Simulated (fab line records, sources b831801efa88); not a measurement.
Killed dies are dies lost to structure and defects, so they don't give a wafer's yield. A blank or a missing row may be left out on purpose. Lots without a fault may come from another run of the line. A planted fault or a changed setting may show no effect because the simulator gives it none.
Chamber matching | flow sky130 | SKY_VIA3_CMP_02 on cmp-01: 4 sister chambers
The step polishes SiO2. 4 wafers are shown with their chamber, then 7 later ones without.

WAFERS WITH THEIR CHAMBER
wafer  | chamber | motor_current_A (A)
L306.3 | 0       | 10.9
L306.4 | 2       | 13.1
L313.4 | 1       | 11.5
L313.5 | 3       | 11.3

WAFERS WITHOUT THEIR CHAMBER
wafer  | motor_current_A (A)
L313.6 | 13.1
L321.1 | 13.3
L321.5 | 10.6
L321.6 | 11.2
L323.1 | 10.6
L323.3 | 11.2
L323.6 | 11.5

WHICH CHAMBER EACH WENT THROUGH
wafer  | from the rows above          | in truth
L313.6 | 2                            | 2
L321.1 | 2                            | 2
L321.5 | 0                            | 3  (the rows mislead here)
L321.6 | can't be placed: 3 or 0 or 1 | 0
L323.1 | 0                            | 0
L323.3 | can't be placed: 3 or 0 or 1 | 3
L323.6 | can't be placed: 1 or 3      | 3
Placed correctly: 3 of 7. Can't be placed from these rows: 3 (the true chamber is among the candidates in 3). Placed wrongly: 1.
How it was worked out, from the rows above alone: a wafer's distance from a chamber is the root of the sum, over the readings, of the square of ((its reading less the chamber's mean) divided by the reading's scatter). The wafer belongs to the nearest chamber; if the next one is less than 2 further off, it can't be placed. A chamber's mean is the mean of its shown wafers. The scatter: with one shown wafer a chamber, the root of the mean of the squares of how far each hidden wafer lies from its nearest shown one.
